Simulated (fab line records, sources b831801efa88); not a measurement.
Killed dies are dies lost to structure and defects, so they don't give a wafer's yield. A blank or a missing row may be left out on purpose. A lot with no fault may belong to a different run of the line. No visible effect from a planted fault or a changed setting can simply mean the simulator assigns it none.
A struck lot beside a sound one ; flow gf180mcu ; 19 steps out of a route of 602
Sound: these wafers, L730.3, L730.4, L730.6. Struck: wafer L724.3 (left out: L724.4, a lot-mate that was not struck); the cause follows at the end.
Per side, at each step with rows, come the tool, then ch with its chambers, and then its first start. Under that, the readings that differ: sound wafers ; struck wafers ; difference of the means ; sigmas: that difference in standard deviations of wafers without a fault.
alike: a reading whose means differ by less than 2 such deviations, as well as words and numbers matching on both sides. not compared: withheld readings; readings where some wafer has no value; bounds like >300 that might hide an equal value; numbers whose values overlap and for which the record gives no deviation.
Wherever a step has rows on one side only, a row that says differs or no value, or a row with sigmas, the two part there. Numbers that don't overlap but have no deviation are shown without sigmas and don't part them. A reading missing from all wafers of one side parts the sides only when that side holds two or more wafers.

first, 3 steps without rows for these wafers: GF_MIM_EXPOSE_16 (exposes mask FuseTop, target cd 2000 nm); GF_MIM_PEB_17; GF_MIM_DEVELOP_18 (develop time 60 s).
GF_MIM_METAL_ETCH_19: etches the open film in Cl2/BCl3, stops on Si3N4, target depth 324.5 nm, time 54.1 s.
  sound on rieMetal-03 ch 0,1, day 30 12:40; struck on rieMetal-03 ch 1, day 28 12:07
  alike: drypumpMotorCurrentA, heBacksideLeakSccm, mfcCl2Sccm, oesProductAu, throttleValvePct
  not compared: rfHoursCounterH
GF_MIM_STRIP_20: strips in O2/N2.
  sound on plasmaAsher-03 ch 0,1, day 30 12:45; struck on plasmaAsher-03 ch 1, day 28 12:12
reading;sound;struck;difference;sigmas
oesProductAu (a.u.);0.697 0.699 0.698;0.686;-0.012;-2
  alike: drypumpMotorCurrentA, heaterPowerW, stripTimeToEndpointS
  not compared: rfHoursCounterH
then, 7 steps without rows for these wafers: GF_MIM_STRIP_21 (strips in post etch residue remover, time 1200 s); GF_MIM_CLEAN_22 (cleans in DIW); GF_M5_DEHYDRATE_00 (time 60 s); GF_M5_HMDS_01 (prime time 60 s); GF_M5_COAT_02 (resist thk 1000 nm); GF_M5_SOFTBAKE_03 (time 60 s); GF_M5_EXPOSE_04 (exposes mask Metal5, target cd 280 nm).
GF_M5_PEB_05: peb time 90 s.
  sound on lithoTrack-01 ch 0, day 31 06:46; struck on lithoTrack-03 ch 0, day 29 07:07
then, 1 step without rows for these wafers: GF_M5_DEVELOP_06 (develop time 60 s).
GF_M5_CD_MEAS_07 targets a cd of 280 nm.
  sound on cdSem-02, day 31 07:05; struck on cdSem-02, day 29 07:34
  alike: cdNm
GF_M5_OVL_MEAS_08:
  sound on overlay-01, day 31 07:11; struck on overlay-02, day 29 07:39
  alike: M5_OVL
GF_M5_ETCH_09: etches Si3N4 in CF4/O2, target depth 52 nm, time 11.6 s.
  sound on rieDiel-02 ch 0,2,3, day 31 07:12; struck on rieDiel-01 ch 1, day 29 07:40
reading;sound;struck;difference;sigmas
model.M5.cdNm (nm);279.2 280.1 280.6;278.7;-1.3;
  alike: O2_flow_sccm, drypumpMotorCurrentA, oesProductAu, throttleValvePct
  not compared: rfHoursCounterH
GF_M5_METAL_ETCH_10: etches the open film in Cl2/BCl3, stops on SiO2, target depth 750.8 nm, time 125.1 s.
  sound on rieMetal-03 ch 0,1, day 31 07:16; struck on rieMetal-02 ch 0, day 29 07:47
  alike: drypumpMotorCurrentA, heBacksideLeakSccm, mfcCl2Sccm, oesProductAu, throttleValvePct
  not compared: rfHoursCounterH
GF_PASSIVATION_PROBE_99:
  the record holds rows for the sound wafers here (prober-02, day 33 14:49) but none for the struck ones

## WHERE THEY PART
First at GF_MIM_STRIP_20; last, within this record, at GF_PASSIVATION_PROBE_99.

WHY: what had been put in by the simulator
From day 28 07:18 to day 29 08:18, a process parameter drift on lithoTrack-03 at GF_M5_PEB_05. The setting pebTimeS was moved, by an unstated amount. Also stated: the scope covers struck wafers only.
